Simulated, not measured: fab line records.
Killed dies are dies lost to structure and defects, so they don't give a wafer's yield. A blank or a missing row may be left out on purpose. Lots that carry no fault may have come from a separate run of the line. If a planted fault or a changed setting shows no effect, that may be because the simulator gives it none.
The tool behind it: which one?	flow sky130	10 lots with 30 wafers sampled at 6 steps, on a route of 708 steps

== WHAT THE GAUGES READ, wafer by wafer ==
SKY_VIA2_BOW_MEAS_03. Usual: for VIA2_BOW the level is 86 um and the standard deviation is 8.1.
lot	measured	on	VIA2_BOW (um)	flag
L479	day 36 13:17	film-metro-02	86 81 88	
L482	day 37 12:35	film-metro-02	80 76 79	
L486	day 38 17:26	film-metro-04	104 95 102	
L490	day 39 18:05	film-metro-04	97 88 74	
L491	day 40 01:17	film-metro-02	67 74 84	
L496	day 41 12:59	film-metro-02	81 92 80	
L497	day 41 18:59	film-metro-02	71 81 86	
L498	day 42 02:44	film-metro-04	82 90 87	
L499	day 42 11:13	film-metro-02	89 98 86	
L501	day 42 16:57	film-metro-04	89 85 84	

SKY_CAPM_RS_MEAS_03: a four-point-probe measurement. Usual: for CAPM_TIN_RS the level is 6.62 ohm/sq and the standard deviation is 0.066.
lot	measured	on	CAPM_TIN_RS (ohm/sq)	flag
L479	day 37 17:28	film-metro-02	6.60 6.56 6.56	
L482	day 38 16:55	film-metro-02	6.61 6.61 6.59	
L486	day 39 21:14	film-metro-01	6.62 6.55 6.52	
L490	day 40 20:31	film-metro-03	8.06 6.64 6.62	OFF
L491	day 41 03:53	film-metro-01	8.06 6.71 6.72	OFF
L496	day 42 15:49	film-metro-03	6.68 6.71 6.69	
L497	day 42 21:15	film-metro-01	6.62 6.69 6.69	
L498	day 43 03:57	film-metro-02	6.63 6.70 6.67	
L499	day 43 12:28	film-metro-01	6.60 6.64 6.67	
L501	day 43 17:50	film-metro-01	6.73 6.67 6.74	

SKY_CAPM_THK_MEAS_04: measures by xrf. Usual: for CAPM_TIN_THK the level is 206.5 nm and the standard deviation is 2.
lot	measured	on	CAPM_TIN_THK (nm)	flag
L479	day 37 17:35	film-metro-02	206.2 208.6 208.0	
L482	day 38 17:02	film-metro-02	205.9 205.8 205.3	
L486	day 39 21:21	film-metro-01	207.3 209.0 209.5	
L490	day 40 20:37	film-metro-03	175.7 203.1 205.2	OFF
L491	day 41 04:00	film-metro-01	177.9 205.3 205.6	OFF
L496	day 42 15:55	film-metro-03	203.5 201.7 202.6	
L497	day 42 21:22	film-metro-01	207.3 206.1 206.5	
L498	day 43 04:04	film-metro-02	205.2 203.3 204.7	
L499	day 43 12:35	film-metro-01	209.6 208.1 207.1	
L501	day 43 17:56	film-metro-01	205.2 206.4 205.2	

== WHICH TOOL RAN EACH LOT (tool, then ch and the chambers of the sampled wafers, then the start) ==
lot	SKY_METAL3_SPUTTER_00	SKY_CAPM_CVD_00	SKY_CAPM_SPUTTER_02
L479	pvd-sputter-03, day 37 17:06	pecvd-03 ch 1,2, day 37 17:17	pvd-sputter-02, day 37 17:22
L482	pvd-sputter-04, day 38 16:34	pecvd-02 ch 0,1, day 38 16:44	pvd-sputter-02, day 38 16:49
L486	pvd-sputter-01, day 39 20:53	pecvd-01 ch 0,1,2, day 39 21:02	pvd-sputter-03, day 39 21:07
L490	pvd-sputter-04, day 40 20:08	pecvd-02 ch 0,1, day 40 20:18	pvd-sputter-03, day 40 20:23
L491	pvd-sputter-01, day 41 03:32	pecvd-02 ch 0,1, day 41 03:41	pvd-sputter-03, day 41 03:46
L496	pvd-sputter-03, day 42 15:26	pecvd-01 ch 0,1, day 42 15:35	pvd-sputter-02, day 42 15:40
L497	pvd-sputter-03, day 42 20:53	pecvd-02 ch 0,2, day 42 21:03	pvd-sputter-02, day 42 21:08
L498	pvd-sputter-01, day 43 03:37	pecvd-03 ch 0,1,2, day 43 03:46	pvd-sputter-01, day 43 03:50
L499	pvd-sputter-01, day 43 12:07	pecvd-01 ch 0,1, day 43 12:16	pvd-sputter-02, day 43 12:22
L501	pvd-sputter-03, day 43 17:28	pecvd-01 ch 0,1,2, day 43 17:37	pvd-sputter-02, day 43 17:42
- SKY_METAL3_SPUTTER_00: material Ti, target thk 15 nm, time 10 s.
- SKY_CAPM_CVD_00: deposits SiO2, target thk 15.5 nm.
- SKY_CAPM_SPUTTER_02: material TiN, target thk 200 nm, time 174.4 s.

== AS READ BY THE TOOLS THEMSELVES (means over the sampled wafers that have a number; for cases with no such wafer, the mark the record gives instead) ==
SKY_METAL3_SPUTTER_00. Usual: cathode-dc-power-W 2999.9 W, standard deviation 0.53; throttle-valve-pct 29.9 %, standard deviation 0.75.
lot	tool	cathode-dc-power-W (W)	throttle-valve-pct (%)	flag
L479	pvd-sputter-03	2999.9	29.8	
L482	pvd-sputter-04	2999.8	29.4	
L486	pvd-sputter-01	2999.7	30.2	
L490	pvd-sputter-04	2999.8	29.8	
L491	pvd-sputter-01	2999.7	30.4	
L496	pvd-sputter-03	2999.8	30.0	
L497	pvd-sputter-03	3000.5	29.6	
L498	pvd-sputter-01	3000.1	30.6	
L499	pvd-sputter-01	3000.0	30.5	
L501	pvd-sputter-03	2999.5	30.0	

SKY_CAPM_CVD_00. Usual: 714 W for heater-power-w, sd 64.
lot	tool	heater-power-w (W)	flag
L479	pecvd-03	707	
L482	pecvd-02	649	
L486	pecvd-01	674	
L490	pecvd-02	683	
L491	pecvd-02	714	
L496	pecvd-01	715	
L497	pecvd-02	706	
L498	pecvd-03	748	
L499	pecvd-01	669	
L501	pecvd-01	721	

SKY_CAPM_SPUTTER_02. Usual: cathode-dc-power-W 6500.1 W, standard deviation 1.2; throttle-valve-pct 29.6 %, standard deviation 1.1.
lot	tool	cathode-dc-power-W (W)	throttle-valve-pct (%)	flag
L479	pvd-sputter-02	6499.9	28.9	
L482	pvd-sputter-02	6500.4	28.3	
L486	pvd-sputter-03	6498.7	29.5	
L490	pvd-sputter-03	6499.7	29.9	
L491	pvd-sputter-03	6499.9	30.3	
L496	pvd-sputter-02	6500.2	29.2	
L497	pvd-sputter-02	6501.1	29.6	
L498	pvd-sputter-01	6498.9	30.6	
L499	pvd-sputter-02	6500.0	29.2	
L501	pvd-sputter-02	6499.7	29.9	

== THE ANSWER, worked out from the rows above alone ==
Rule: a lot counts as off when the mean over its wafers that have a number is more than 3 standard deviations away from the usual mean. A lot without any number at a reading at which 4 lots or more have one is off too. Any other lot the step has rows for is counted as sound. Order of review: gauges by route order, followed by the tools' own readings, for which a lot's mean as printed above is used. The first step at which some lot is off is used, and at that step the reading that is off furthest; a lot without a number counts as furthest.
Off: at SKY_CAPM_RS_MEAS_03 (CAPM_TIN_RS), L490, L491.
A tool fits if, at a process step before that reading, it ran every lot that is off, and no sound lot after the first of them. Those tools and the gauges at SKY_CAPM_RS_MEAS_03 are tried in the same way. One fits: SKY_CAPM_SPUTTER_02 on pvd-sputter-03. Its last sound lot is L486 (day 39 21:07), its first lot that is off L490 (day 40 20:23): a fault that began between those two fits.

== WHAT THE SIMULATOR HAD PUT IN ==
Site profile drift: pvd-sputter-03, from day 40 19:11 on, at SKY_CAPM_SPUTTER_02. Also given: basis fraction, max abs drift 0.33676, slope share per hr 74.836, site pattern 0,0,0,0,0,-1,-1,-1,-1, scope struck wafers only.
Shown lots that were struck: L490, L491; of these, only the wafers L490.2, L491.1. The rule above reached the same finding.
